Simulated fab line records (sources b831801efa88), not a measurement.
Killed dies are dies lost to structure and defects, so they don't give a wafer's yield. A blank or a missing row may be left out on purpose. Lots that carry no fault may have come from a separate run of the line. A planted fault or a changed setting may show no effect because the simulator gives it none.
fab line records    flow sky130
record lots=13  wafers=39  last-day=50
route steps=708 shown FIELD_ISO@14 NWELL@60 POLY_GATE@235 LDD_HVN@277
lots untouched by any fault: they come from a run of this same line in which no faults occurred
start-h: hours from the record's opening day to when the first of the lot's shown wafers began    wait-h: hours from the lot's prior step to this one    " repeats the value in the row above    L1.1+2: a row that stands for several wafers    - no value, or no start given    * or withheld: withheld    < > ~ a bound
route shown NAME@n: NAME is a module with steps in the file, n the number in the route of the first one    usual: mean and standard deviation over wafers with no fault    same: alike in all rows    chamber/n: place in a boat    sites: readings site by site    _std_site: the values' standard deviation    _edge_site: mean of outer sites minus mean of inner sites    radius-mm: how far each site lies from the wafer's centre    mask NAME#n: copy n    behind: the tool/chamber that last shaped the wafer    hold: cause of the lot's hold/its duration in hours/its outcome    device: the n, p or np transistor that did not switch    end of line: at the end of the route, the tests of the same wafers    a step given without rows: its recipe and nothing more    killed: dies lost to structure and defects at the first sort, not the wafer's yield    map: the dies of a wafer, with x for killed, . for not killed, _ for no die there
set.NAME: the run value of the setting; set.NAME@STEP: its run value at that earlier step    model.NAME: the simulator's own value behind a step, which no gauge read
a sample of lots followed through the steps of the route, with each step as a table and each wafer as a row
## steps
# step SKY_FIELD_ISO_CD_MEAS_13
# recipe target-cd-nm=150
# usual cd-nm=149.9/1.4
lot.wafer  tool       chamber  start-h  wait-h  cd-nm
L313.2     cd-sem-02  -        37.34    -       148.7
L313.3     "          -        "        "       149.0
L313.6     "          -        "        "       149.8
L314.1     cd-sem-02  -        41.54    -       151.8
L314.2     "          -        "        "       150.3
L314.6     "          -        "        "       152.1
L316.2     cd-sem-02  -        49.74    -       150.2
L316.4     "          -        "        "       147.6
L316.5     "          -        "        "       150.2
L317.2     cd-sem-02  -        54.95    -       148.2
L317.3     "          -        "        "       149.6
L317.5     "          -        "        "       149.8
L318.3     cd-sem-02  -        59.66    -       148.8
L318.4     "          -        "        "       149.1
L318.5     "          -        "        "       149.0
L323.4     cd-sem-01  -        90.83    -       148.2
L323.5     "          -        "        "       147.8
L323.6     "          -        "        "       147.5
L325.1     cd-sem-01  -        99.28    -       153.1
L325.2     "          -        "        "       151.5
L325.4     "          -        "        "       150.9
L328.3     cd-sem-01  -        110.86   -       152.0
L328.4     "          -        "        "       150.3
L328.5     "          -        "        "       150.4
L329.4     cd-sem-02  -        116.35   -       150.2
L329.5     "          -        "        "       150.0
L329.6     "          -        "        "       149.8
L330.3     cd-sem-01  -        121.81   -       150.6
L330.4     "          -        "        "       150.0
L330.6     "          -        "        "       149.1
L332.3     cd-sem-02  -        135.01   -       150.8
L332.5     "          -        "        "       150.9
L332.6     "          -        "        "       150.3
L333.3     cd-sem-02  -        138.36   -       150.9
L333.4     "          -        "        "       151.5
L333.5     "          -        "        "       152.7
L335.1     cd-sem-01  -        149.44   -       150.7
L335.2     "          -        "        "       149.4
L335.3     "          -        "        "       149.6
# step SKY_NWELL_EXPOSE_07
# recipe mask-id=NWM  na=0.6  source-shape=conventional  sigma-outer=0.6  polarization=unpolarized  target-cd-nm=840  dose-mj=255
lot.wafer   tool              chamber  start-h  wait-h  mask
L313.2+3+6  iline-stepper-01  0        85.53    -       NWM#0
L314.1+2+6  iline-stepper-01  0        89.07    -       NWM#0
L316.2+4+5  iline-stepper-01  0        100.21   -       NWM_R1#0
L317.2+3+5  iline-stepper-01  0        110.49   -       NWM#0
L318.3+4+5  iline-stepper-01  0        118.40   -       NWM#0
L323.4+5+6  iline-stepper-01  0        142.02   -       NWM#0
L325.1+2+4  iline-stepper-01  0        156.79   -       NWM#0
L328.3+4+5  iline-stepper-01  0        169.33   -       NWM#0
L329.4+5+6  iline-stepper-02  0        173.40   -       NWM#0
L330.3+4+6  iline-stepper-01  0        179.33   -       NWM#0
L332.3+5+6  iline-stepper-02  0        192.06   -       NWM#0
L333.3+4+5  iline-stepper-02  0        195.91   -       NWM#0
L335.1+2+3  iline-stepper-01  0        211.89   -       NWM#0
# step SKY_POLY_GATE_THK_MEAS_21
# recipe reads=SiO2_of_POLY_GATE_OXIDATION_20
# usual POLY_GATE_OXIDATION_THK=4.00/0.084
lot.wafer  tool           chamber  start-h  wait-h  POLY_GATE_OXIDATION_THK[nm]
L313.2     film-metro-01  -        383.85   0.0     3.99
L313.3     "              -        "        "       4.00
L313.6     "              -        "        "       3.90
L314.1     film-metro-02  -        403.25   0.0     3.94
L314.2     "              -        "        "       3.88
L314.6     "              -        "        "       3.88
L316.2     film-metro-02  -        409.42   0.0     4.07
L316.4     "              -        "        "       4.05
L316.5     "              -        "        "       4.01
L317.2     film-metro-02  -        427.48   0.0     4.08
L317.3     "              -        "        "       4.08
L317.5     "              -        "        "       4.07
L318.3     film-metro-02  -        437.62   0.0     4.04
L318.4     "              -        "        "       3.99
L318.5     "              -        "        "       4.06
L323.4     film-metro-02  -        468.83   0.0     4.05
L323.5     "              -        "        "       4.09
L323.6     "              -        "        "       3.96
L325.1     film-metro-02  -        492.38   0.0     3.90
L325.2     "              -        "        "       3.88
L325.4     "              -        "        "       3.93
L328.3     film-metro-02  -        514.42   0.0     3.94
L328.4     "              -        "        "       3.98
L328.5     "              -        "        "       4.01
L329.4     film-metro-04  -        516.18   0.0     3.93
L329.5     "              -        "        "       3.97
L329.6     "              -        "        "       4.06
L330.3     film-metro-02  -        523.42   0.0     4.04
L330.4     "              -        "        "       4.01
L330.6     "              -        "        "       3.92
L332.3     film-metro-01  -        542.40   0.0     3.94
L332.5     "              -        "        "       4.01
L332.6     "              -        "        "       3.90
L333.3     film-metro-01  -        545.55   0.0     4.08
L333.4     "              -        "        "       4.12
L333.5     "              -        "        "       4.05
L335.1     film-metro-02  -        562.98   0.0     4.00
L335.2     "              -        "        "       3.97
L335.3     "              -        "        "       3.91
# step SKY_LDD_HVN_TW_MEAS_10
# usual LDD_HVN_TW=1445/16
lot.wafer  tool           chamber  start-h  wait-h  LDD_HVN_TW
L313.2     film-metro-01  -        475.71   0.1     1461
L313.3     "              -        "        "       1469
L313.6     "              -        "        "       1470
L314.1     film-metro-04  -        496.15   0.1     1440
L314.2     "              -        "        "       1438
L314.6     "              -        "        "       1435
L316.2     film-metro-01  -        502.68   0.1     1469
L316.4     "              -        "        "       1462
L316.5     "              -        "        "       1462
L317.2     film-metro-02  -        520.53   0.1     1441
L317.3     "              -        "        "       1439
L317.5     "              -        "        "       1449
L318.3     film-metro-01  -        530.22   0.1     1481
L318.4     "              -        "        "       1478
L318.5     "              -        "        "       1469
L323.4     film-metro-01  -        560.18   0.1     1473
L323.5     "              -        "        "       1467
L323.6     "              -        "        "       1468
L325.1     film-metro-02  -        582.62   0.1     1438
L325.2     "              -        "        "       1440
L325.4     "              -        "        "       1439
L328.3     film-metro-01  -        605.59   0.1     1459
L328.4     "              -        "        "       1454
L328.5     "              -        "        "       1460
L329.4     film-metro-04  -        606.78   0.1     1426
L329.5     "              -        "        "       1431
L329.6     "              -        "        "       1422
L330.3     film-metro-04  -        613.22   0.1     1423
L330.4     "              -        "        "       1423
L330.6     "              -        "        "       1432
L332.3     film-metro-02  -        632.18   0.1     1437
L332.5     "              -        "        "       1444
L332.6     "              -        "        "       1437
L333.3     film-metro-01  -        635.49   0.1     1455
L333.4     "              -        "        "       1459
L333.5     "              -        "        "       1455
L335.1     film-metro-04  -        652.50   0.1     1418
L335.2     "              -        "        "       1422
L335.3     "              -        "        "       1412
## key
first-sign step=SKY_NWELL_EXPOSE_07  reading=mask  direction=changed
effect none on later readings
met-at SKY_NWELL_EXPOSE_07
struck-lots L316
sort-left-out L316.2,L316.4,L316.5
tester-left-out L316
not-acting-at SKY_FIELD_ISO_CD_MEAS_13,SKY_POLY_GATE_THK_MEAS_21,SKY_LDD_HVN_TW_MEAS_10
onset-between 89.07 100.21
fault kind=wrong-mask  tool=any  chamber=-  onset-h=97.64  steps=SKY_NWELL_EXPOSE_07  aux-copy=NWM_R1#0  cd-offset-nm=-101  scope=struck-lots-only
# tester-left-out: of these lots the tester's yield and bins aren't shown, on N5 and GAA mostly nor the transistor test; their killed dies are dies lost to structure and defects alone, not to doping, threshold or leakage, so they don't give the yield
# sort-left-out: the simulated sort isn't trusted on such a fault, so these wafers' sort isn't shown, and their yield isn't known
